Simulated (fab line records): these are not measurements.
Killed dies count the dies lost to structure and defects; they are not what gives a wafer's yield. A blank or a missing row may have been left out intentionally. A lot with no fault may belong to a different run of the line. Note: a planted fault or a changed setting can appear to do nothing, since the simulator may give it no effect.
A single fault, viewed from 2 desks | flow sky130 | every desk sees just its own numbers, and what lay behind them comes last

## AT THE TOOL OWNER'S DESK: rieMetal-04
The tool's own readings at SKY_METAL1_ETCH_18 (etches BARC in N2/H2, stops on SiO2, time 45.9 s, target depth 60 nm): means of the sampled wafers that have a number, for each lot that ran on this tool. A lot is out of limits, marked OUT, if its mean lies more than 4 standard deviations from the usual mean; the brackets give that distance.
Columns: A = chamberPressureMTorr at SKY_METAL1_ETCH_18, usual 30.000 mTorr; B = drypumpMotorCurrentA at SKY_METAL1_ETCH_18, usual 5.63 A; C = oesProductAu at SKY_METAL1_ETCH_18, usual 0.855 a.u.; D = rfFwdPowerW at SKY_METAL1_ETCH_18, usual 495.5 W; E = throttleValvePct at SKY_METAL1_ETCH_18, usual 13.224 %
lot  | first seen here | A      | B    | C     | D               | E
L751 | day 33 22:11    | 29.981 | 5.76 | 0.853 | 497.4           | 13.232
L765 | day 38 03:27    | 29.986 | 5.76 | 0.855 | 523.1 (+15) OUT | 13.223
Finding of this desk: L765 out of limits; the first was L765 at day 38 03:27, on rfFwdPowerW at SKY_METAL1_ETCH_18. L751 stayed within limits.

## METROLOGY DESK
What the gauges read for every lot (on any tool): the sampled wafers with a number, averaged. A lot is out of limits, marked OUT, if its mean lies more than 4 standard deviations from the usual mean; the brackets give that distance.
Columns: A = cdNm at SKY_CONTACT_CD_MEAS_14, usual 170.2 nm; B = CONTACT_W_THK at SKY_CONTACT_THK_MEAS_26, usual 336 nm
lot  | first seen here | A     | B
L748 | day 31 14:28    | 169.7 | 336
L749 | day 32 07:53    | 172.1 | 338
L750 | day 32 14:25    | 171.2 | 335
L751 | day 32 17:47    | 169.7 | 340
L752 | day 33 00:07    | 171.4 | 334
L753 | day 33 10:55    | 169.7 | 329
L754 | day 33 15:49    | 171.4 | 342
L755 | day 33 19:14    | 168.9 | 329
L756 | day 33 23:50    | 167.8 | 339
L757 | day 34 07:49    | 167.2 | 331
L765 | day 36 23:20    | 169.1 | 341
Finding of this desk: none of the 11 lots has anything out of limits.

## BROUGHT TOGETHER
An alarm could have come from the tool owner's desk at day 38 03:27, on L765.
At the metrology desk, nothing out of limits was observed.
The metrology desk holds a record of L765, inside its limits.
On rieMetal-04, each named lot ran SKY_METAL1_ETCH_18.

## WHAT THE SIMULATOR HAD PUT IN
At SKY_METAL1_ETCH_18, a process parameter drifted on rieMetal-04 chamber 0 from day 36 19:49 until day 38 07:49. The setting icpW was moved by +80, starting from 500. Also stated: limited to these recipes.
Struck lots among those shown: L765.
How many hours passed from the start of the fault until each desk's first out-of-limits reading: the tool owner's desk, 32.
